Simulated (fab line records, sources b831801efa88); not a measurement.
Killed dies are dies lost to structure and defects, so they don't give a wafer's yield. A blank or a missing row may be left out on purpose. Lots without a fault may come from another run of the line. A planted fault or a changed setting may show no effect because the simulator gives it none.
A struck lot beside a sound one | flow sfq_line | 14 steps out of a route of 325
Sound: wafers L203.4, L203.5, L203.6. Struck: wafer L193.6. (L193.2, L193.3 of the same lot were not struck and are left out.) The cause comes at the end.
At each step with rows: each side's tool, then ch and its chambers, then its first start. Under that, the readings that differ: sound wafers | struck wafers | difference of the means | sigmas: that difference in standard deviations of wafers without a fault.
alike: readings whose means differ by less than 2 such deviations, and words and numbers that are the same on both sides. not compared: withheld readings, readings that some wafer has no value for, bounds like >300 that may hide the same value, and numbers for which the record gives no deviation and whose values overlap.
The two part at a step that has a row with sigmas, a row that says differs or no value, or rows on one side only. Numbers that don't overlap but have no deviation are shown without sigmas and don't part them. A reading that every wafer of one side lacks parts them only if that side has two wafers or more.

first, 2 steps without rows for these wafers: SFQ_TRILAYER_I6_VIA_STRIP_SOLV_CLEAN_174 (cleans in NMP, time 600 s); SFQ_TRILAYER_M7_DEP_PRE_CLEAN_176 (time 22.5 s).
SFQ_TRILAYER_M7_DEP_SPUTTER_175: material Nb, target thk 200 nm, time 133.3 s.
  sound on pvd_sputter-04, day 74 08:17; struck on pvd_sputter-06, day 64 13:00
  alike: cathode_dc_power_W, throttle_valve_pct
SFQ_M7_RS_MEAS_943: measures by four-point-probe.
  sound on film_metro-02, day 74 08:27; struck on film_metro-01, day 64 13:07
  alike: M7_NB_RS
then, 6 steps without rows for these wafers: SFQ_TRILAYER_M7_LITHO_COAT_182 (resist thk 62 nm); SFQ_TRILAYER_M7_LITHO_COAT_177 (resist thk 600 nm); SFQ_TRILAYER_M7_LITHO_SOFTBAKE_181; SFQ_TRILAYER_M7_LITHO_EXPOSE_178 (exposes mask M7, target cd 500 nm); SFQ_TRILAYER_M7_LITHO_PEB_180 (peb time 60 s); SFQ_TRILAYER_M7_LITHO_DEVELOP_179 (time 60 s).
-- the record jumps here: 4 days lie between the struck wafers' starts before and after --
SFQ_M7_OVL_MEAS_945:
  sound on overlay-01, day 75 02:22; struck on overlay-01, day 68 14:36
  alike: M7_OVL
SFQ_TRILAYER_M7_BARC_OPEN_METAL_ETCH_229: etches BARC in O2, target depth 125 nm, time 41.7 s.
  sound on rie_metal-02 ch 0,1, day 75 02:24; struck on rie_metal-03 ch 1, day 68 14:38
  reading                                             | sound             | struck | difference | sigmas
  he_backside_leak_sccm (sccm)                        | 5.6 3.4 3.4       | 3.3    | -0.8       | -2
  model.KrF_of_TRILAYER_M7_LITHO_COAT_177.thk_nm (nm) | 520.9 519.4 521.7 | 499.1  | -21.6      |
  alike: chamber_pressure_mTorr, drypump_motor_current_A, oes_product_au
  not compared: rf_hours_counter_h
SFQ_TRILAYER_M7_ETCH_METAL_ETCH_180: etches Nb in Cl2/Ar, stops on SiO2, target depth 240 nm, time 120 s.
  sound on rie_metal-02 ch 0,1, day 75 02:29; struck on rie_metal-03 ch 1, day 68 14:41
  reading                                             | sound             | struck | difference | sigmas
  model.KrF_of_TRILAYER_M7_LITHO_COAT_177.thk_nm (nm) | 376.8 375.1 380.5 | 354.9  | -22.6      |
  alike: chamber_pressure_mTorr, drypump_motor_current_A, he_backside_leak_sccm, oes_product_au
  not compared: rf_hours_counter_h
SFQ_TRILAYER_M7_STRIP_STRIP_181: strips in O2.
  sound on rie_metal-02 ch 0,1, day 75 02:46; struck on rie_metal-03 ch 1, day 68 14:49
  alike: chamber_pressure_mTorr, drypump_motor_current_A, he_backside_leak_sccm, oes_product_au
  not compared: rf_hours_counter_h

WHERE THEY PART
Only at SFQ_TRILAYER_M7_BARC_OPEN_METAL_ETCH_229, within this record. Later steps at which nothing parts them and some readings are alike: SFQ_TRILAYER_M7_ETCH_METAL_ETCH_180, SFQ_TRILAYER_M7_STRIP_STRIP_181.

WHY: what the simulator had put in
Process parameter drift: rie_metal-03, from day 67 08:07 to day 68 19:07, at SFQ_TRILAYER_M7_BARC_OPEN_METAL_ETCH_229. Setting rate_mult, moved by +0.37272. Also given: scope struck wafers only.
